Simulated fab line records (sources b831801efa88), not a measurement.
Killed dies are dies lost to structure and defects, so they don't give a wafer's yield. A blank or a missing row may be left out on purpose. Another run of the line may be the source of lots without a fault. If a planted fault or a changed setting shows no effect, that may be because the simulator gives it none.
Chamber matching | flow gf180mcu | GF_V1_CMP_04 on cmp-01 has 4 sister chambers
The step polishes SiO2. 20 wafers are shown with their chamber, then 10 later ones without.

## WAFERS PAIRED WITH THEIR CHAMBERS
wafer  | chamber | motor current A (A) | head pressure psi (psi) | time to endpoint s (s)
L075.1 | 2       | 12.3                | 3.997                   | 79
L075.3 | 1       | 12.2                | 3.990                   | 81
L075.4 | 0       | 12.1                | 4.004                   | 86
L076.2 | 3       | 12.5                | 3.988                   | 85
L076.4 | 2       | 12.3                | 4.018                   | 92
L076.6 | 2       | 12.7                | 4.002                   | 85
L078.3 | 0       | 12.4                | 4.007                   | 84
L078.4 | 2       | 13.4                | 3.999                   | 85
L078.6 | 3       | 12.9                | 4.008                   | 88
L080.1 | 0       | 12.5                | 3.990                   | 78
L080.5 | 3       | 12.6                | 3.988                   | 85
L080.6 | 2       | 12.3                | 4.000                   | 92
L085.4 | 0       | 12.0                | 4.004                   | 89
L085.5 | 2       | 12.7                | 3.984                   | 94
L085.6 | 1       | 11.9                | 4.012                   | 92
L088.2 | 0       | 11.9                | 3.982                   | 81
L088.3 | 2       | 13.3                | 3.980                   | 72
L088.6 | 1       | 10.8                | 4.016                   | 81
L089.2 | 2       | 13.2                | 4.004                   | 78
L089.4 | 1       | 11.2                | 3.989                   | 84

SIGNATURES (averages over the wafers above)
reading            | chamber 0 | chamber 1 | chamber 2 | chamber 3 | scatter within a chamber
motor current A    | 12.180    | 11.525    | 12.775    | 12.667    | 0.441
head pressure psi  | 3.99740   | 4.00175   | 3.99800   | 3.99467   | 0.0121
time to endpoint s | 83.60     | 84.50     | 84.62     | 86.00     | 6.08
Rule: for a wafer and a chamber, the distance is found by dividing, reading by reading, the gap between the wafer's reading and the chamber's mean by the reading's scatter, squaring, summing and taking the root. If the next closest chamber is less than 2 further off than the closest, the wafer can't be placed; otherwise it belongs to the closest. The scatter is the square root of a quotient: the sum, over the shown wafers, of each reading's squared deviation from its chamber's mean, divided by wafers minus chambers.

## WAFERS WITH NO CHAMBER GIVEN
wafer  | motor current A (A) | head pressure psi (psi) | time to endpoint s (s)
L089.6 | 13.3                | 3.999                   | 81
L090.1 | 13.0                | 4.011                   | 81
L090.3 | 12.4                | 4.005                   | 78
L090.6 | 11.7                | 4.008                   | 86
L095.2 | 13.8                | 4.006                   | 78
L095.4 | 12.3                | 3.991                   | 90
L095.5 | 10.8                | 3.998                   | 90
L097.3 | 12.9                | 4.003                   | 83
L097.4 | 11.3                | 3.996                   | 93
L097.6 | 12.1                | 3.991                   | 89

## WHICH CHAMBER EACH WENT THROUGH
wafer  | from the rows above               | in truth
L089.6 | can't be placed: 2 or 3 or 0      | 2
L090.1 | can't be placed: 2 or 3 or 0      | 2
L090.3 | can't be placed: 0 or 2 or 3 or 1 | 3
L090.6 | can't be placed: 1 or 0 or 3 or 2 | 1
L095.2 | can't be placed: 2 or 3 or 0      | 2
L095.4 | can't be placed: 3 or 0 or 2 or 1 | 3
L095.5 | can't be placed: 1 or 0           | 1
L097.3 | can't be placed: 2 or 3 or 0      | 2
L097.4 | can't be placed: 1 or 0 or 3      | 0
L097.6 | can't be placed: 0 or 3 or 1 or 2 | 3
Correct placement for 0 of the 10. Not placeable from these rows: 10 (in 10, the candidates include the true chamber). Placed wrongly: 0.
